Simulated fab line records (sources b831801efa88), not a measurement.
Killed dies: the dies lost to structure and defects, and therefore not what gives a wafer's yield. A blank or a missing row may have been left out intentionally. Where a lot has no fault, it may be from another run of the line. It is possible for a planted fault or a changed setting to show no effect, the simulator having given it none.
Struck lot and sound lot, side by side || flow sky130 || 15 steps out of a route of 708
Sound: the wafers L268.1, L268.2, L268.5. The struck wafers were L283.1, L283.4, L283.5. The cause is named last.
Per side, at each step with rows, come the tool, then ch with its chambers, and then its first start. Under that, the readings that differ: sound wafers || struck wafers || difference of the means || sigmas: that difference in standard deviations of wafers without a fault.
alike: readings with means less than 2 such deviations apart, plus words and numbers identical on both sides. not compared: withheld readings, readings lacking a value on some wafer, bounds such as >300 that could conceal the same value, and numbers that have no deviation in the record and whose values overlap.
A row with sigmas, a row that says differs or no value, or rows on one side alone: a step with any of these is where the two part. When numbers do not overlap yet have no deviation, they are printed without sigmas and do not part them. A reading missing from all wafers of one side parts the sides only when that side holds two or more wafers.

first, 8 steps without rows for these wafers: SKY_METAL2_DEHYDRATE_07 (time 60 s); SKY_METAL2_HMDS_08 (prime time 60 s); SKY_METAL2_COAT_09 (resist thk 60 nm); SKY_METAL2_COAT_10 (resist thk 450 nm); SKY_METAL2_SOFTBAKE_11 (time 90 s); SKY_METAL2_EXPOSE_12 (exposes mask MM2, target cd 140 nm); SKY_METAL2_PEB_13; SKY_METAL2_DEVELOP_14 (develop time 58.39 s).
SKY_METAL2_CD_MEAS_15: the cd target is 140 nm.
  sound on cdSem-01 at day 37 10:31; struck on cdSem-01 at day 40 23:53
{"reading": "cdNm (nm)", "sound": "135.3 137.2 138.1", "struck": "141.6 140.8 139.1", "difference": "+3.6", "sigmas": "+2"}
SKY_METAL2_OVL_MEAS_16:
  sound on overlay-01 at day 37 10:38; struck on overlay-02 at day 41 00:00
  alike: METAL2_OVL
SKY_METAL2_DESCUM_17: chemistry O2, time 8 s.
  sound on rieMetal-01 ch 0,1, day 37 10:40; struck on rieMetal-02 ch 0,1, day 41 00:02
  alike: drypumpMotorCurrentA, oesProductAu, rfFwdPowerW, tempC
  not compared: rfHoursCounterH
SKY_METAL2_ETCH_18: etches BARC in N2/H2, stops on SiO2, time 45.9 s, target depth 60 nm.
  sound on rieMetal-01 ch 0,1, day 37 10:42; struck on rieMetal-02 ch 0,1, day 41 00:04
  alike: biasW, drypumpMotorCurrentA, oesProductAu, rfFwdPowerW, throttleValvePct
  not compared: rfHoursCounterH
SKY_METAL2_METAL_ETCH_19: etches the open film in Cl2/BCl3, stops on SiO2, target depth 360 nm, time 78 s.
  sound on rieMetal-01 ch 0,1, day 37 10:46; struck on rieMetal-02 ch 0,1, day 41 00:08
{"reading": "biasW (W)", "sound": "48.36 48.47 48.33", "struck": "46.13 46.39 46.13", "difference": -2.17, "sigmas": -15}
  alike: drypumpMotorCurrentA, oesProductAu, rfFwdPowerW, throttleValvePct
  not compared: rfHoursCounterH, model.KrF-thick_of_METAL2_COAT_10.thkNm
SKY_METAL2_STRIP_20: strips in O2/N2.
  sound on plasmaAsher-03 ch 0,1, day 37 10:52; struck on plasmaAsher-01 ch 1, day 41 00:13
  alike: drypumpMotorCurrentA, oesProductAu, stripTimeToEndpointS
  not compared: rfHoursCounterH
-- the record jumps here: 9 days lie between the struck wafers' starts before and after (it left off in module METAL2 and takes up again in module PAD_OPEN, whose first step shown is number 708 of the route) --
SKY_PAD_OPEN_PROBE_99:
  sound on prober-01 at day 47 07:20; struck on prober-02 at day 50 07:03
{"reading": "killedAtOther", "sound": "0 0 0", "struck": "0 3 1", "difference": "+1", "sigmas": "+3"}
  alike: defectLimitedYield, killed_at_M0_to_M3, killed_at_M4_up, killedAtContacts, killedAtFrontEnd, killedDies, killedOpen, killedShort, sort_bin_3_pad_short, sort_bin_5_function, sort_bin_6_memory, sortNPass, sortYieldPct

== WHERE THEY PART ==
First at SKY_METAL2_CD_MEAS_15; last, within this record, at SKY_PAD_OPEN_PROBE_99.

WHY: whatever the simulator had introduced
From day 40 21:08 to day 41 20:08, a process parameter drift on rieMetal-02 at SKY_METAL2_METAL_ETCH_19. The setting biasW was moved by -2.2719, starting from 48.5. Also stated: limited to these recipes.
